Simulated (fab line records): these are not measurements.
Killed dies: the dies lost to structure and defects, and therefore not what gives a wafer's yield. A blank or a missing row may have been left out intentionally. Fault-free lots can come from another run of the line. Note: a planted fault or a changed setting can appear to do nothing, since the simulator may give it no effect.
fab line records + flow sky130
[record]
- lots = 7
- wafers = 18
- last-day = 50
route steps=708 shown CAPM@548 METAL3@555
lots untouched by any fault: they come from a run of this same line in which no faults occurred
start-h: hours from the record's first day to the start of the lot's first wafer shown + wait-h: hours since the lot's step before + " unchanged from the row above + L1.1+2: a single row standing in for several wafers + - no value present, or no start provided + * or withheld: withheld + < > ~ a bound
route shown NAME@n: names a module that has steps shown in the file, with the first one's number in the route + usual: average and standard deviation across the fault-free wafers + same: alike in all rows + chamber/n: place in a boat + sites: each site's reading + _std_site: standard deviation of those values + _edge_site: outer sites' mean less inner sites' + radius-mm: how far each site lies from the wafer's centre + mask NAME#n: copy n + behind: the last tool/chamber to shape the wafer + hold: why the lot went on hold/how many hours it stayed there/how the hold came to an end + device: the n, p or np transistor that did not switch + end of line: tests run on the same wafers once the route is complete + where a step has no rows: the recipe by itself + killed: at the first sort, the dies lost to defects and structure; wafer yield is something else + map: dies across one wafer; x = killed, . = not, _ = none there
set.NAME: the setting as run; set.NAME@STEP: as run at that earlier step + model.NAME: the simulator's own value behind a step, which no gauge read
lots seen at some steps along the route; tables by step, rows by wafer
services: the hour from which a tool's chamber was out of use, counted from the record's first day as start-h (under 0 if before that day), plus the number of hours and why
[[steps]]
[step SKY_CAPM_DEVELOP_11]
[recipe]
- resist = NOVOLAK
- developer = TMAH
- develop-time-s = 60
- dev-temp-c = 23
[step SKY_CAPM_OVL_MEAS_12]
[usual]
- CAPM_OVL = -0.1/1.5
| lot.wafer | tool       | chamber | start-h | wait-h | CAPM_OVL[nm] |
|-----------|------------|---------|---------|--------|--------------|
| L297.4    | overlay-01 | -       | 887.74  | 0.1    | -2.1         |
| L297.5    | "          | -       | "       | "      | 1.0          |
| L297.6    | "          | -       | "       | "      | -1.4         |
| L302.1    | overlay-02 | -       | 930.38  | 0.1    | -3.0         |
| L302.6    | "          | -       | "       | "      | 0.4          |
| L300.4    | overlay-01 | -       | 931.66  | 0.1    | -0.3         |
| L300.6    | "          | -       | "       | "      | -1.5         |
| L303.1    | overlay-01 | -       | 941.93  | 0.1    | 1.4          |
| L303.6    | "          | -       | "       | "      | -1.0         |
| L314.1    | overlay-02 | -       | 1015.78 | 0.1    | 1.2          |
| L314.3    | "          | -       | "       | "      | 2.0          |
| L314.6    | "          | -       | "       | "      | 1.9          |
| L316.2    | overlay-02 | -       | 1024.48 | 0.1    | 1.6          |
| L316.5    | "          | -       | "       | "      | -0.5         |
| L316.6    | "          | -       | "       | "      | -0.8         |
| L317.1    | overlay-02 | -       | 1031.53 | 0.1    | 2.4          |
| L317.5    | "          | -       | "       | "      | 2.5          |
| L317.6    | "          | -       | "       | "      | 2.7          |
[step SKY_CAPM_METAL_ETCH_13]
[recipe]
- target-depth-nm = 220
- stop-on = SiO2
- chemistry = Cl2/BCl3
- target = TiN
- pressure-mtorr = 10
- icp-w = 900
- bias-w = 48.5
- Cl2_flow_sccm = 60
- bcl3-flow-sccm = 30
- time-s = 62.9
[usual]
- chamber-pressure-mTorr = 10.000/0.0088
- drypump-motor-current-A = 6.0/0.55
- oes-product-au = 0.941/0.007
- throttle-valve-pct = 21.901/0.0099
| lot.wafer | tool         | chamber | start-h | wait-h | chamber-pressure-mTorr | drypump-motor-current-A | oes-product-au | rf-hours-counter-h | throttle-valve-pct |
|-----------|--------------|---------|---------|--------|------------------------|-------------------------|----------------|--------------------|--------------------|
| L297.4    | rie-metal-01 | 1       | 887.80  | 0.0    | 9.982                  | 5.8                     | 0.929          | -                  | 21.905             |
| L297.5    | "            | 0       | "       | "      | 10.017                 | 5.9                     | 0.950          | -                  | 21.899             |
| L297.6    | "            | 1       | "       | "      | 10.004                 | 5.8                     | 0.950          | -                  | 21.899             |
| L302.1    | rie-metal-04 | 1       | 930.41  | 0.0    | 9.997                  | 6.5                     | 0.949          | 12                 | 21.900             |
| L302.6    | "            | 0       | "       | "      | 9.989                  | 5.6                     | 0.943          | -                  | 21.897             |
| L300.4    | rie-metal-03 | 1       | 931.71  | 0.0    | 10.013                 | 5.1                     | 0.942          | -                  | 21.894             |
| L300.6    | "            | 1       | "       | "      | 10.001                 | 5.1                     | 0.948          | -                  | 21.884             |
| L303.1    | rie-metal-03 | 1       | 941.97  | 0.0    | 9.991                  | 5.1                     | 0.940          | 2                  | 21.914             |
| L303.6    | "            | 1       | "       | "      | 9.999                  | 5.1                     | 0.943          | -                  | 21.903             |
| L314.1    | rie-metal-04 | 0       | 1015.81 | 0.0    | 9.999                  | 5.6                     | 0.938          | 20                 | 21.903             |
| L314.3    | "            | 1       | "       | "      | 9.995                  | 6.4                     | 0.945          | -                  | 21.907             |
| L314.6    | "            | 0       | "       | "      | 10.007                 | 5.6                     | 0.945          | -                  | 21.895             |
| L316.2    | rie-metal-04 | 1       | 1024.51 | 0.0    | 10.007                 | 6.5                     | 0.950          | 17                 | 21.884             |
| L316.5    | "            | 0       | "       | "      | 10.010                 | 5.6                     | 0.942          | -                  | 21.923             |
| L316.6    | "            | 1       | "       | "      | 10.003                 | 6.5                     | 0.939          | -                  | 21.897             |
| L317.1    | rie-metal-04 | 1       | 1031.57 | 0.0    | 9.999                  | 6.4                     | 0.945          | 17                 | 21.907             |
| L317.5    | "            | 1       | "       | "      | 10.004                 | 6.4                     | 0.936          | -                  | 21.912             |
| L317.6    | "            | 1       | "       | "      | 9.987                  | 6.4                     | 0.931          | -                  | 21.916             |
[step SKY_CAPM_STRIP_14]
[recipe]
- chemistry = O2/N2
- power-w = 1400
- pressure-mtorr = 1500
- platen-temp-c = withheld
- o2-flow-sccm = 3000
- n2-flow-sccm = 300
- overash-fraction = 0.5
[usual]
- chamber-pressure-mTorr = 1499.9/1.4
- drypump-motor-current-A = 5.6/0.6
- oes-product-au = 0.709/0.0043
- strip-time-to-endpoint-s = 12.64/0.057
| lot.wafer | tool            | chamber | start-h | wait-h | chamber-pressure-mTorr | drypump-motor-current-A | oes-product-au | rf-hours-counter-h | strip-time-to-endpoint-s |
|-----------|-----------------|---------|---------|--------|------------------------|-------------------------|----------------|--------------------|--------------------------|
| L297.4    | plasma-asher-03 | 1       | 887.90  | 0.1    | 1499.8                 | 5.9                     | 0.705          | -                  | 12.60                    |
| L297.5    | "               | 1       | "       | "      | 1500.3                 | 5.9                     | 0.716          | -                  | 12.66                    |
| L297.6    | "               | 0       | "       | "      | 1499.2                 | 4.8                     | 0.709          | -                  | 12.60                    |
| L302.1    | plasma-asher-01 | 1       | 930.49  | 0.1    | 1501.1                 | 6.3                     | 0.702          | 106                | 12.66                    |
| L302.6    | "               | 0       | "       | "      | 1500.1                 | 5.1                     | 0.708          | -                  | 12.70                    |
| L300.4    | plasma-asher-01 | 1       | 931.79  | 0.1    | 1498.7                 | 6.3                     | 0.699          | -                  | 12.70                    |
| L300.6    | "               | 1       | "       | "      | 1499.6                 | 6.3                     | 0.706          | -                  | 12.71                    |
| L303.1    | plasma-asher-03 | 0       | 942.05  | 0.1    | 1497.1                 | 4.8                     | 0.716          | 50                 | 12.70                    |
| L303.6    | "               | 1       | "       | "      | 1500.9                 | 5.8                     | 0.714          | -                  | 12.75                    |
| L314.1    | plasma-asher-01 | 1       | 1015.89 | 0.1    | 1500.8                 | 6.3                     | 0.708          | 116                | 12.63                    |
| L314.3    | "               | 1       | "       | "      | 1498.5                 | 6.3                     | 0.715          | -                  | 12.65                    |
| L314.6    | "               | 0       | "       | "      | 1497.0                 | 5.2                     | 0.707          | -                  | 12.65                    |
| L316.2    | plasma-asher-01 | 1       | 1024.59 | 0.1    | 1501.5                 | 6.3                     | 0.714          | 116                | 12.72                    |
| L316.5    | "               | 1       | "       | "      | 1499.1                 | 6.3                     | 0.712          | -                  | 12.70                    |
| L316.6    | "               | 0       | "       | "      | 1502.2                 | 5.2                     | 0.699          | -                  | 12.69                    |
| L317.1    | plasma-asher-03 | 0       | 1031.72 | 0.1    | 1500.3                 | 4.8                     | 0.709          | 60                 | 12.64                    |
| L317.5    | "               | 1       | "       | "      | 1498.0                 | 5.8                     | 0.707          | -                  | 12.58                    |
| L317.6    | "               | 0       | "       | "      | 1500.3                 | 4.8                     | 0.716          | -                  | 12.63                    |
[step SKY_CAPM_STRIP_15]
[recipe]
- chemistry = post-etch-residue-remover
- time-s = 1200
- temp-c = 72.5
[step SKY_CAPM_CLEAN_16]
[recipe]
- chemistry = IPA
- time-s = 180
- temp-c = 25
[step SKY_CAPM_CLEAN_17]
[recipe]
- chemistry = O3/DIW
- dry = n2-spin
[step SKY_METAL3_DEHYDRATE_05]
[recipe]
- temp-c = 200
- time-s = 60
[step SKY_METAL3_HMDS_06]
[recipe]
- prime-time-s = 60
- prime-temp-c = 120
[step SKY_METAL3_COAT_07]
[recipe]
- resist = BARC
- temp-c = withheld
- time-s = withheld
- spin-rpm = 3000
- resist-thk-nm = 60
[step SKY_METAL3_COAT_08]
[recipe]
- resist = KrF-thick
- spin-rpm = 3000
- resist-thk-nm = 1140
[step SKY_METAL3_SOFTBAKE_09]
[recipe]
- temp-c = 100
- time-s = 90
- resist = KrF-thick
[step SKY_METAL3_EXPOSE_10]
[recipe]
- mask-id = MM3
- na = 0.68
- source-shape = annular
- sigma-inner = 0.4
- sigma-outer = 0.8
- target-cd-nm = 300
- dose-mj = 28
[usual]
- exposure-dose-mJ-cm2 = 27.94/0.048
| lot.wafer | tool           | chamber | start-h | wait-h | mask  | exposure-dose-mJ-cm2 |
|-----------|----------------|---------|---------|--------|-------|----------------------|
| L297.4    | krf-scanner-02 | 0       | 901.94  | -      | MM3#0 | 28.00                |
| L297.5    | "              | 0       | "       | "      | MM3#0 | 28.00                |
| L297.6    | "              | 0       | "       | "      | MM3#0 | 28.01                |
| L302.1    | krf-scanner-01 | 0       | 943.60  | -      | MM3#0 | 27.92                |
| L302.6    | "              | 0       | "       | "      | MM3#0 | 27.89                |
| L300.4    | krf-scanner-01 | 0       | 944.33  | -      | MM3#0 | 27.92                |
| L300.6    | "              | 0       | "       | "      | MM3#0 | 27.93                |
| L303.1    | krf-scanner-01 | 0       | 955.56  | -      | MM3#0 | 27.86                |
| L303.6    | "              | 0       | "       | "      | MM3#0 | 27.89                |
| L314.1    | krf-scanner-02 | 0       | 1027.51 | -      | MM3#0 | 27.98                |
| L314.3    | "              | 0       | "       | "      | MM3#0 | 27.96                |
| L314.6    | "              | 0       | "       | "      | MM3#0 | 27.97                |
| L316.2    | krf-scanner-01 | 0       | 1037.67 | -      | MM3#0 | 27.89                |
| L316.5    | "              | 0       | "       | "      | MM3#0 | 27.83                |
| L316.6    | "              | 0       | "       | "      | MM3#0 | 27.86                |
| L317.1    | krf-scanner-02 | 0       | 1043.44 | -      | MM3#0 | 27.97                |
| L317.5    | "              | 0       | "       | "      | MM3#0 | 27.98                |
| L317.6    | "              | 0       | "       | "      | MM3#0 | 27.99                |
[step SKY_METAL3_PEB_11]
[recipe]
- peb-temp-c = withheld
- peb-time-s = withheld
- resist = KrF-thick
[step SKY_METAL3_DEVELOP_12]
[recipe]
- develop-time-s = 60
- resist = KrF-thick
- dev-temp-c = 21
[step SKY_METAL3_CD_MEAS_13]
[recipe]
- target-cd-nm = 300
[usual]
- cd-nm = 299.9/1.4
| lot.wafer | tool      | chamber | start-h | wait-h | cd-nm |
|-----------|-----------|---------|---------|--------|-------|
| L297.4    | cd-sem-02 | -       | 914.09  | -      | 301.2 |
| L297.5    | "         | -       | "       | "      | 299.5 |
| L297.6    | "         | -       | "       | "      | 299.7 |
| L302.1    | cd-sem-02 | -       | 955.93  | -      | 289.4 |
| L302.6    | "         | -       | "       | "      | 298.3 |
| L300.4    | cd-sem-01 | -       | 956.64  | -      | 290.5 |
| L300.6    | "         | -       | "       | "      | 300.7 |
| L303.1    | cd-sem-01 | -       | 967.13  | -      | 289.3 |
| L303.6    | "         | -       | "       | "      | 300.3 |
| L314.1    | cd-sem-01 | -       | 1038.83 | -      | 298.0 |
| L314.3    | "         | -       | "       | "      | 298.5 |
| L314.6    | "         | -       | "       | "      | 298.6 |
| L316.2    | cd-sem-01 | -       | 1047.93 | -      | 300.5 |
| L316.5    | "         | -       | "       | "      | 299.6 |
| L316.6    | "         | -       | "       | "      | 300.5 |
| L317.1    | cd-sem-02 | -       | 1054.68 | -      | 300.2 |
| L317.5    | "         | -       | "       | "      | 298.7 |
| L317.6    | "         | -       | "       | "      | 299.4 |
[step SKY_METAL3_OVL_MEAS_14]
[usual]
- METAL3_OVL = -1/3.8
| lot.wafer | tool       | chamber | start-h | wait-h | METAL3_OVL[nm] |
|-----------|------------|---------|---------|--------|----------------|
| L297.4    | overlay-01 | -       | 914.17  | 0.1    | 1              |
| L297.5    | "          | -       | "       | "      | -3             |
| L297.6    | "          | -       | "       | "      | 1              |
| L302.1    | overlay-01 | -       | 956.05  | 0.1    | -1             |
| L302.6    | "          | -       | "       | "      | -7             |
| L300.4    | overlay-02 | -       | 956.72  | 0.1    | 2              |
| L300.6    | "          | -       | "       | "      | 1              |
| L303.1    | overlay-02 | -       | 967.25  | 0.1    | -6             |
| L303.6    | "          | -       | "       | "      | -6             |
| L314.1    | overlay-01 | -       | 1038.95 | 0.1    | -1             |
| L314.3    | "          | -       | "       | "      | -2             |
| L314.6    | "          | -       | "       | "      | 3              |
| L316.2    | overlay-02 | -       | 1048.04 | 0.1    | 3              |
| L316.5    | "          | -       | "       | "      | -4             |
| L316.6    | "          | -       | "       | "      | 0              |
| L317.1    | overlay-02 | -       | 1054.80 | 0.1    | -2             |
| L317.5    | "          | -       | "       | "      | -1             |
| L317.6    | "          | -       | "       | "      | -2             |
[step SKY_METAL3_DESCUM_15]
[recipe]
- chemistry = O2
- source-power-w = 150
- bias-power-w = 0
- pressure-mtorr = 10
- temp-c = 40
- time-s = 8
[usual]
- chamber-pressure-mTorr = 10.000/0.0095
- drypump-motor-current-A = 6.0/0.57
- oes-product-au = 1.005/0.011
| lot.wafer | tool         | chamber | start-h | wait-h | chamber-pressure-mTorr | drypump-motor-current-A | oes-product-au | rf-hours-counter-h | model.METAL3.cd-nm |
|-----------|--------------|---------|---------|--------|------------------------|-------------------------|----------------|--------------------|--------------------|
| L297.4    | rie-metal-02 | 0       | 914.20  | 0.0    | 9.998                  | 5.6                     | 1.005          | -                  | 301.7              |
| L297.5    | "            | 1       | "       | "      | 9.992                  | 6.3                     | 0.983          | -                  | 299.7              |
| L297.6    | "            | 0       | "       | "      | 9.998                  | 5.6                     | 1.008          | -                  | 300.4              |
| L302.1    | rie-metal-04 | 0       | 956.08  | 0.0    | 9.989                  | 5.6                     | 1.000          | 17                 | 289.6              |
| L302.6    | "            | 1       | "       | "      | 10.002                 | 6.4                     | 1.004          | -                  | 299                |
| L300.4    | rie-metal-03 | 1       | 956.75  | 0.0    | 10.017                 | 5.1                     | 1.005          | -                  | 290.5              |
| L300.6    | "            | 1       | "       | "      | 10.007                 | 5.1                     | 1.000          | -                  | 301                |
| L303.1    | rie-metal-04 | 1       | 967.28  | 0.0    | 10.010                 | 6.5                     | 1.000          | 14                 | -                  |
| L303.6    | "            | 0       | "       | "      | 10.003                 | 5.6                     | 1.013          | -                  | 300.1              |
| L314.1    | rie-metal-03 | 1       | 1038.98 | 0.0    | 10.004                 | 5.1                     | 1.006          | 9                  | 297.6              |
| L314.3    | "            | 0       | "       | "      | 10.012                 | 6.6                     | 1.020          | -                  | 299.2              |
| L314.6    | "            | 0       | "       | "      | 10.020                 | 6.6                     | 1.010          | -                  | 298.7              |
| L316.2    | rie-metal-03 | 1       | 1048.07 | 0.0    | 10.002                 | 5.1                     | 1.003          | 9                  | 300.1              |
| L316.5    | "            | 0       | "       | "      | 10.010                 | 6.6                     | 1.022          | -                  | 300.4              |
| L316.6    | "            | 1       | "       | "      | 9.994                  | 5.1                     | 1.003          | -                  | 300.6              |
| L317.1    | rie-metal-04 | 0       | 1054.84 | 0.0    | 9.989                  | 5.6                     | 1.005          | 0                  | 300.5              |
| L317.5    | "            | 0       | "       | "      | 10.012                 | 5.6                     | 1.009          | -                  | 298.6              |
| L317.6    | "            | 1       | "       | "      | 10.009                 | 6.4                     | 0.997          | -                  | 299.2              |
[step SKY_METAL3_ETCH_16]
[recipe]
- chemistry = N2/H2
- target = BARC
- ion-energy-ev = 200
- bias-w = 100
- pressure-mtorr = 30
- n2-flow-sccm = 100
- h2-flow-sccm = 200
- icp-w = 500
- stop-on = SiO2
- time-s = 88.2
- target-depth-a = 600
[usual]
- chamber-pressure-mTorr = 30.005/0.025
- drypump-motor-current-A = 6.0/0.56
- oes-product-au = 0.626/0.0046
- throttle-valve-pct = 13.204/0.0091
| lot.wafer | tool         | chamber | start-h | wait-h | chamber-pressure-mTorr | drypump-motor-current-A | oes-product-au | rf-hours-counter-h | throttle-valve-pct |
|-----------|--------------|---------|---------|--------|------------------------|-------------------------|----------------|--------------------|--------------------|
| L297.4    | rie-metal-02 | 0       | 914.25  | 0.0    | 29.999                 | 5.7                     | 0.626          | -                  | 13.218             |
| L297.5    | "            | 1       | "       | "      | 29.999                 | 6.3                     | 0.625          | -                  | 13.210             |
| L297.6    | "            | 0       | "       | "      | 29.993                 | 5.6                     | 0.629          | -                  | 13.201             |
| L302.1    | rie-metal-04 | 0       | 956.11  | 0.0    | 30.012                 | 5.6                     | 0.620          | 17                 | 13.196             |
| L302.6    | "            | 1       | "       | "      | 30.009                 | 6.5                     | 0.620          | -                  | 13.210             |
| L300.4    | rie-metal-03 | 1       | 956.80  | 0.0    | 30.012                 | 5.1                     | 0.625          | -                  | 13.210             |
| L300.6    | "            | 1       | "       | "      | 30.019                 | 5.1                     | 0.632          | -                  | 13.190             |
| L303.1    | rie-metal-04 | 1       | 967.31  | 0.0    | 29.982                 | 6.5                     | 0.627          | 14                 | 13.204             |
| L303.6    | "            | 0       | "       | "      | 29.974                 | 5.6                     | 0.625          | -                  | 13.206             |
| L314.1    | rie-metal-03 | 1       | 1039.01 | 0.0    | 29.988                 | 5.1                     | 0.624          | 9                  | 13.209             |
| L314.3    | "            | 0       | "       | "      | 29.999                 | 6.6                     | 0.622          | -                  | 13.205             |
| L314.6    | "            | 0       | "       | "      | 30.012                 | 6.6                     | 0.617          | -                  | 13.215             |
| L316.2    | rie-metal-03 | 1       | 1048.10 | 0.0    | 30.025                 | 5.1                     | 0.626          | 9                  | 13.211             |
| L316.5    | "            | 0       | "       | "      | 29.996                 | 6.6                     | 0.624          | -                  | 13.205             |
| L316.6    | "            | 1       | "       | "      | 30.018                 | 5.1                     | 0.627          | -                  | 13.206             |
| L317.1    | rie-metal-04 | 0       | 1054.87 | 0.0    | 29.981                 | 5.6                     | 0.637          | 0                  | 13.219             |
| L317.5    | "            | 0       | "       | "      | 30.022                 | 5.6                     | 0.621          | -                  | 13.192             |
| L317.6    | "            | 1       | "       | "      | 30.039                 | 6.5                     | 0.628          | -                  | 13.217             |
[step SKY_METAL3_ETCH_17]
[recipe]
- target = SiO2
- stop-on = TiN
- chemistry = C4F8/O2/Ar
- source-w = 1500
- bias-w = 1200
- pressure-mtorr = 40
- c4f8-flow-sccm = withheld
- O2_flow_sccm = 6
- Ar_flow_sccm = 300
- time-s = 3.9
- target-depth-a = 150
[usual]
- chamber-pressure-mTorr = 40.00/0.035
- oes-product-au = 0.755/0.0083
| lot.wafer | tool        | chamber | start-h | wait-h | chamber-pressure-mTorr | oes-product-au |
|-----------|-------------|---------|---------|--------|------------------------|----------------|
| L297.4    | rie-diel-01 | 0       | 914.32  | 0.0    | 40.02                  | 0.742          |
| L297.5    | "           | 2       | "       | "      | 40.05                  | 0.734          |
| L297.6    | "           | 1       | "       | "      | 40.07                  | 0.749          |
| L302.1    | rie-diel-02 | 0       | 956.21  | 0.1    | 40.01                  | 0.740          |
| L302.6    | "           | 2       | "       | "      | 40.01                  | 0.763          |
| L300.4    | rie-diel-01 | 3       | 956.87  | 0.0    | 39.98                  | 0.760          |
| L300.6    | "           | 1       | "       | "      | 39.97                  | 0.755          |
| L303.1    | rie-diel-02 | 1       | 967.41  | 0.1    | 39.98                  | 0.749          |
| L303.6    | "           | 3       | "       | "      | 39.99                  | 0.757          |
| L314.1    | rie-diel-02 | 1       | 1039.11 | 0.1    | 40.00                  | 0.752          |
| L314.3    | "           | 2       | "       | "      | 40.00                  | 0.749          |
| L314.6    | "           | 1       | "       | "      | 39.99                  | 0.768          |
| L316.2    | rie-diel-01 | 2       | 1048.20 | 0.1    | 39.96                  | 0.743          |
| L316.5    | "           | 3       | "       | "      | 39.95                  | 0.746          |
| L316.6    | "           | 0       | "       | "      | 40.11                  | 0.753          |
| L317.1    | rie-diel-02 | 1       | 1054.97 | 0.1    | 40.07                  | 0.749          |
| L317.5    | "           | 2       | "       | "      | 39.92                  | 0.752          |
| L317.6    | "           | 3       | "       | "      | 39.95                  | 0.760          |
[step SKY_METAL3_METAL_ETCH_18]
[recipe]
- target-depth-a = 8450
- stop-on = SiO2
- over-etch-frac = 0.3
- time-s = 183.1
- chemistry = Cl2/BCl3
- resist-sidewall-deg = 88
- pressure-mtorr = 10
- icp-w = 900
- bias-w = 48.5
- Cl2_flow_sccm = 60
- bcl3-flow-sccm = 30
[usual]
- chamber-pressure-mTorr = 10.000/0.0093
- drypump-motor-current-A = 5.9/0.59
- oes-product-au = 0.866/0.0061
- throttle-valve-pct = 22.265/0.01
| lot.wafer | tool         | chamber | start-h | wait-h | chamber-pressure-mTorr | drypump-motor-current-A | oes-product-au | rf-hours-counter-h | throttle-valve-pct | model.METAL3.cd-nm |
|-----------|--------------|---------|---------|--------|------------------------|-------------------------|----------------|--------------------|--------------------|--------------------|
| L297.4    | rie-metal-03 | 1       | 914.40  | 0.1    | 10.012                 | 5.1                     | 0.871          | -                  | 22.262             | 302.6              |
| L297.5    | "            | 1       | "       | "      | 10.009                 | 5.1                     | 0.856          | -                  | 22.254             | 298.6              |
| L297.6    | "            | 0       | "       | "      | 10.002                 | 6.6                     | 0.866          | -                  | 22.270             | 296.1              |
| L302.1    | rie-metal-02 | 0       | 956.23  | 0.0    | 9.992                  | 5.6                     | 0.857          | 10                 | 22.277             | 290                |
| L302.6    | "            | 1       | "       | "      | 9.995                  | 6.3                     | 0.863          | -                  | 22.251             | 295.6              |
| L300.4    | rie-metal-02 | 1       | 956.95  | 0.1    | 10.006                 | 6.3                     | 0.868          | -                  | 22.268             | 287.2              |
| L300.6    | "            | 0       | "       | "      | 9.994                  | 5.6                     | 0.864          | -                  | 22.253             | 302.4              |
| L303.1    | rie-metal-03 | 0       | 967.43  | 0.0    | 10.015                 | 6.6                     | 0.874          | 22                 | 22.284             | 285.9              |
| L303.6    | "            | 0       | "       | "      | 9.998                  | 6.7                     | 0.864          | -                  | 22.278             | 296                |
| L314.1    | rie-metal-02 | 0       | 1039.13 | 0.0    | 10.024                 | 5.6                     | 0.868          | 14                 | 22.264             | 306.5              |
| L314.3    | "            | 0       | "       | "      | 10.000                 | 5.7                     | 0.862          | -                  | 22.266             | 304.9              |
| L314.6    | "            | 0       | "       | "      | 9.994                  | 5.6                     | 0.867          | -                  | 22.262             | 305.4              |
| L316.2    | rie-metal-02 | 1       | 1048.22 | 0.0    | 10.003                 | 6.3                     | 0.874          | 11                 | 22.273             | 296                |
| L316.5    | "            | 1       | "       | "      | 10.004                 | 6.3                     | 0.863          | -                  | 22.274             | 294.7              |
| L316.6    | "            | 0       | "       | "      | 10.012                 | 5.7                     | 0.869          | -                  | 22.266             | 307.5              |
| L317.1    | rie-metal-03 | 1       | 1054.99 | 0.0    | 10.010                 | 5.1                     | 0.861          | 9                  | 22.273             | 298.1              |
| L317.5    | "            | 1       | "       | "      | 9.992                  | 5.1                     | 0.870          | -                  | 22.265             | 295.4              |
| L317.6    | "            | 0       | "       | "      | 9.985                  | 6.6                     | 0.864          | -                  | 22.273             | 294.9              |
[step SKY_METAL3_STRIP_19]
[recipe]
- chemistry = O2/N2
- power-w = 1400
- pressure-mtorr = 1500
- platen-temp-c = withheld
- o2-flow-sccm = 3000
- n2-flow-sccm = 300
- overash-fraction = 0.5
[usual]
- chamber-pressure-mTorr = 1500.1/1.4
- drypump-motor-current-A = 5.6/0.49
- oes-product-au = 0.500/0.0058
- strip-time-to-endpoint-s = 6.48/0.091
| lot.wafer | tool            | chamber | start-h | wait-h | chamber-pressure-mTorr | drypump-motor-current-A | oes-product-au | rf-hours-counter-h | strip-time-to-endpoint-s |
|-----------|-----------------|---------|---------|--------|------------------------|-------------------------|----------------|--------------------|--------------------------|
| L297.4    | plasma-asher-03 | 1       | 914.55  | 0.1    | 1502.3                 | 5.8                     | 0.498          | -                  | 6.52                     |
| L297.5    | "               | 1       | "       | "      | 1498.8                 | 5.8                     | 0.507          | -                  | 6.55                     |
| L297.6    | "               | 0       | "       | "      | 1501.0                 | 4.8                     | 0.496          | -                  | 6.46                     |
| L302.1    | plasma-asher-03 | 1       | 956.41  | 0.1    | 1500.2                 | 5.8                     | 0.498          | 52                 | 6.36                     |
| L302.6    | "               | 1       | "       | "      | 1497.7                 | 5.9                     | 0.506          | -                  | 6.65                     |
| L300.4    | plasma-asher-02 | 1       | 957.10  | 0.1    | 1501.0                 | 5.8                     | 0.504          | -                  | 6.62                     |
| L300.6    | "               | 0       | "       | "      | 1501.2                 | 6.0                     | 0.502          | -                  | 6.40                     |
| L303.1    | plasma-asher-02 | 0       | 967.61  | 0.1    | 1498.6                 | 6.0                     | 0.502          | 22                 | 6.47                     |
| L303.6    | "               | 1       | "       | "      | 1501.3                 | 5.8                     | 0.503          | -                  | 6.50                     |
| L314.1    | plasma-asher-03 | 1       | 1039.31 | 0.1    | 1499.9                 | 5.8                     | 0.485          | 61                 | 6.34                     |
| L314.3    | "               | 1       | "       | "      | 1500.7                 | 5.8                     | 0.499          | -                  | 6.37                     |
| L314.6    | "               | 0       | "       | "      | 1501.2                 | 4.8                     | 0.497          | -                  | 6.34                     |
| L316.2    | plasma-asher-02 | 1       | 1048.39 | 0.1    | 1501.7                 | 5.8                     | 0.510          | 31                 | 6.66                     |
| L316.5    | "               | 1       | "       | "      | 1498.7                 | 5.8                     | 0.509          | -                  | 6.66                     |
| L316.6    | "               | 0       | "       | "      | 1501.0                 | 6.0                     | 0.493          | -                  | 6.46                     |
| L317.1    | plasma-asher-02 | 0       | 1055.17 | 0.1    | 1501.1                 | 6.0                     | 0.500          | 31                 | 6.47                     |
| L317.5    | "               | 0       | "       | "      | 1503.0                 | 6.0                     | 0.500          | -                  | 6.46                     |
| L317.6    | "               | 1       | "       | "      | 1501.1                 | 5.8                     | 0.492          | -                  | 6.43                     |
[[services]]
| tool            | chamber | start-h | hours | kind           |
|-----------------|---------|---------|-------|----------------|
| rie-metal-03    | 1       | 864.16  | -     | clean          |
| rie-metal-03    | 1       | 864.16  | 35.1  | scheduled-down |
| rie-metal-03    | 1       | 864.16  | 35.1  | vent-cycle     |
| krf-scanner-01  | -       | 864.30  | 0.9   | repair         |
| krf-scanner-01  | -       | 881.38  | 1.0   | pm             |
| rie-diel-02     | -       | 887.58  | 0.7   | repair         |
| plasma-asher-01 | -       | 891.88  | 2.3   | repair         |
| krf-scanner-01  | -       | 896.26  | 0.8   | pm             |
| rie-metal-04    | 1       | 902.63  | 6.5   | repair         |
| rie-metal-02    | -       | 911.11  | 2.8   | pm             |
| rie-metal-01    | -       | 921.75  | 2.8   | pm             |
| krf-scanner-02  | -       | 921.82  | 1.3   | pm             |
| krf-scanner-02  | -       | 953.54  | 1.0   | pm             |
| krf-scanner-02  | -       | 956.47  | 0.3   | repair         |
| rie-metal-02    | 1       | 962.79  | 3.4   | repair         |
| krf-scanner-02  | -       | 970.08  | 4.4   | pm             |
| krf-scanner-01  | -       | 1000.70 | 1.3   | pm             |
| rie-metal-03    | 0       | 1014.80 | -     | clean          |
| rie-metal-03    | 0       | 1014.80 | 17.2  | scheduled-down |
| rie-metal-03    | 0       | 1014.80 | 17.2  | vent-cycle     |
| rie-diel-02     | 1       | 1025.30 | 1.9   | repair         |
| rie-metal-04    | 0       | 1029.47 | -     | clean          |
| plasma-asher-01 | -       | 1030.18 | 3.7   | repair         |
| krf-scanner-01  | -       | 1050.38 | 1.0   | pm             |
[[key]]
[first-sign]
- step = SKY_METAL3_CD_MEAS_13
- reading = cd-nm
- direction = down
- sigmas = 7.1
- usual = 299.9
- struck = 289.7
effect none on later readings
[model-effect]
- step = SKY_METAL3_DESCUM_15
- value = METAL3.cd-nm
- without = 300
- struck = 290
[model-effect]
- step = SKY_METAL3_METAL_ETCH_18
- value = METAL3.cd-nm
- without = 298.1
- struck = 287.7
met-at SKY_METAL3_EXPOSE_10
struck-wafers L300.4,L302.1,L303.1
sort-left-out L300.4,L302.1,L303.1
[fault]
- kind = process-parameter-drift
- tool = krf-scanner-01
- chamber = -
- onset-h = 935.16
- steps = SKY_METAL3_EXPOSE_10
- channel = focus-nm
- offset = 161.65
- shape = step
- end-h = 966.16
- scope = struck-wafers-only
// sort-left-out: the simulated sort isn't trusted on such a fault, so these wafers' sort isn't shown, and their yield isn't known
